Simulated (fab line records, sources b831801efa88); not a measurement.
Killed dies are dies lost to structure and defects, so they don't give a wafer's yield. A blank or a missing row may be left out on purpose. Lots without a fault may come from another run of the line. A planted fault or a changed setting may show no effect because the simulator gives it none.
Chamber matching | flow gf180mcu | GF_V5_CMP_26 on cmp-01: 4 sister chambers
The step polishes, stops on SiO2, t overpolish 15 s, target thk 0 nm. 8 wafers are shown with their chamber, then 8 later ones without.

WAFERS WITH THEIR CHAMBER
wafer  | chamber | motor_current_A (A) | time_to_endpoint_s (s)
L765.2 | 3       | 11.6                | 83.3
L768.2 | 0       | 11.9                | 87.2
L768.3 | 3       | 11.2                | 85.0
L769.1 | 0       | 12.3                | 83.6
L769.3 | 1       | 11.6                | 84.8
L777.5 | 1       | 11.5                | 84.2
L777.6 | 2       | 11.0                | 80.0
L778.1 | 2       | 11.3                | 83.1

WAFERS WITHOUT THEIR CHAMBER
wafer  | motor_current_A (A) | time_to_endpoint_s (s)
L778.2 | 11.7                | 86.2
L778.5 | 10.9                | 82.8
L780.1 | 11.4                | 81.4
L780.2 | 12.0                | 85.0
L780.5 | 10.9                | 81.5
L781.1 | 12.3                | 86.5
L781.2 | 11.6                | 84.5
L781.4 | 11.0                | 82.2

WHICH CHAMBER EACH WENT THROUGH
wafer  | from the rows above          | in truth
L778.2 | can't be placed: 1 or 3 or 0 | 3
L778.5 | can't be placed: 2 or 3 or 1 | 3
L780.1 | can't be placed: 2 or 3 or 1 | 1
L780.2 | can't be placed: 0 or 1      | 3
L780.5 | can't be placed: 2 or 3      | 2
L781.1 | 0                            | 0
L781.2 | can't be placed: 1 or 3      | 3
L781.4 | can't be placed: 2 or 3 or 1 | 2
Placed correctly: 1 of 8. Can't be placed from these rows: 7 (the true chamber is among the candidates in 6). Placed wrongly: 0.
How it was worked out, from the rows above alone: a wafer's distance from a chamber is the root of the sum, over the readings, of the square of ((its reading less the chamber's mean) divided by the reading's scatter). The wafer belongs to the nearest chamber; if the next one is less than 2 further off, it can't be placed. A chamber's mean is the mean of its shown wafers. The scatter: the root of (the sum of the squares of (reading less its chamber's mean) over the shown wafers, divided by (wafers less chambers)).
